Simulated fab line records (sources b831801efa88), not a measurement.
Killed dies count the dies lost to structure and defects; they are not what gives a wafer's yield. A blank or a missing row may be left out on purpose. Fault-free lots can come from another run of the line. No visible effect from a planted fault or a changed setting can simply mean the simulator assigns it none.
Which tool is to blame?	flow gf180mcu	12 lots, 36 wafers sampled, at 4 steps of a route of 602

## WHAT THE GAUGES READ, wafer by wafer
GF_V1_THK_MEAS_03.
lot	measured	on	V1_CVD_02_THK (nm)
L617	day 16 22:35	film-metro-02	838 857 861
L618	day 17 04:53	film-metro-04	839 871 857
L621	day 18 14:05	film-metro-03	852 832 857
L622	day 18 23:16	film-metro-04	847 837 860
L623	day 19 10:41	film-metro-04	835 847 849
L624	day 19 20:27	film-metro-02	858 853 840
L625	day 20 14:33	film-metro-04	829 855 847
L626	day 21 11:43	film-metro-04	885 867 857 883 866 858
L636	day 24 01:23	film-metro-02	838 876 845
L637	day 24 09:47	film-metro-04	846 843 860
L639	day 25 03:05	film-metro-03	856 859 875
L640	day 25 07:16	film-metro-02	864 853 879

GF_V1_BOW_MEAS_05.
lot	measured	on	V1_BOW (um)
L617	day 16 22:57	film-metro-03	88 94 85
L618	day 17 05:15	film-metro-03	87 84 86
L621	day 18 14:27	film-metro-02	96 88 96
L622	day 18 23:38	film-metro-04	72 100 86
L623	day 19 11:11	film-metro-03	78 89 90
L624	day 19 20:50	film-metro-03	95 88 96
L625	day 20 14:55	film-metro-02	79 81 74
L626	day 21 15:50	film-metro-03	92 93 83
L636	day 24 01:45	film-metro-02	88 73 90
L637	day 24 10:09	film-metro-04	84 79 91
L639	day 25 03:28	film-metro-04	77 85 88
L640	day 25 07:38	film-metro-02	83 77 98

## EACH LOT AND THE TOOL THAT RAN IT (in order: tool; ch and the chambers of the sampled wafers; start)
lot	GF_M1_SPUTTER_04	GF_V1_CVD_02
L617	pvd-sputter-03, day 15 23:12	pecvd-03 ch 0,1,2, day 16 22:30
L618	pvd-sputter-02, day 16 05:00	pecvd-02 ch 1,2, day 17 04:49
L621	pvd-sputter-04, day 17 13:14	pecvd-02 ch 0,1,2, day 18 14:00
L622	pvd-sputter-03, day 17 22:20	pecvd-03 ch 0,2, day 18 23:12
L623	pvd-sputter-03, day 18 10:08	pecvd-04 ch 0,2, day 19 10:36
L624	pvd-sputter-04, day 18 18:28	pecvd-03 ch 0,1,2, day 19 20:23
L625	pvd-sputter-03, day 19 13:05	pecvd-03 ch 0,1,2, day 20 14:28
L626	pvd-sputter-03, day 20 10:48	pecvd-03 ch 0,1,2, day 21 11:39
L636	pvd-sputter-04, day 23 01:50	pecvd-02 ch 0,1,2, day 24 01:19
L637	pvd-sputter-03, day 23 10:00	pecvd-04 ch 0,1, day 24 09:43
L639	pvd-sputter-03, day 24 04:56	pecvd-03 ch 0,1, day 25 03:01
L640	pvd-sputter-04, day 24 08:28	pecvd-02 ch 1,2, day 25 07:10
- GF_M1_SPUTTER_04: material TiN, target thk 50 nm, time 41.7 s.
- GF_V1_CVD_02: deposits SiO2 from TEOS, target thk 850 nm, time 94.851 s.

## WHAT THE TOOLS THEMSELVES READ (means of the sampled wafers that have a number; where no wafer has one, the mark that the record gives instead)
GF_M1_SPUTTER_04.
lot	tool	throttle-valve-pct (%)
L617	pvd-sputter-03	29.3
L618	pvd-sputter-02	28.8
L621	pvd-sputter-04	29.8
L622	pvd-sputter-03	29.1
L623	pvd-sputter-03	29.1
L624	pvd-sputter-04	30.2
L625	pvd-sputter-03	29.4
L626	pvd-sputter-03	29.2
L636	pvd-sputter-04	30.1
L637	pvd-sputter-03	29.5
L639	pvd-sputter-03	29.1
L640	pvd-sputter-04	29.9

GF_V1_CVD_02.
lot	tool	heater-power-w (W)	run-length-s (s)
L617	pecvd-03	621	123.0
L618	pecvd-02	622	122.5
L621	pecvd-02	633	123.1
L622	pecvd-03	618	123.1
L623	pecvd-04	531	122.5
L624	pecvd-03	639	123.2
L625	pecvd-03	630	123.0
L626	pecvd-03	573	124.4
L636	pecvd-02	639	122.7
L637	pecvd-04	672	122.8
L639	pecvd-03	626	123.1
L640	pecvd-02	561	122.6

## THE ANSWER, worked out from the rows above alone
Rule: the usual values come from the lots themselves. The widest of any qualifying gaps counts: lots, ordered by their means at a reading, are off when they make up no more than a third of the lots, leave a main group of 4 or more, and stand apart from it by 3 or more times the standard deviation of that group's means. If all means in a main group match to the digits the tables above print for the reading, that group is not used. Also off: a lot with no number at a reading for which 4 or more lots have one. The other lots that the step has rows for count as sound. First the gauges in route order, then the tools' own readings, where a lot's mean is used as printed above. The first step at which some lot is off is used, and at that step the reading that is off furthest; a lot without a number counts as furthest.
Off, at GF_V1_CVD_02 on run-length-s: L626. Main group: mean 122.9 s, sd 0.25.
A tool fits if, at that step or a process step before it, it ran every lot that is off, and no sound lot after the first of them. Not one of the candidates tried fits.

## WHAT THE SIMULATOR HAD INSERTED
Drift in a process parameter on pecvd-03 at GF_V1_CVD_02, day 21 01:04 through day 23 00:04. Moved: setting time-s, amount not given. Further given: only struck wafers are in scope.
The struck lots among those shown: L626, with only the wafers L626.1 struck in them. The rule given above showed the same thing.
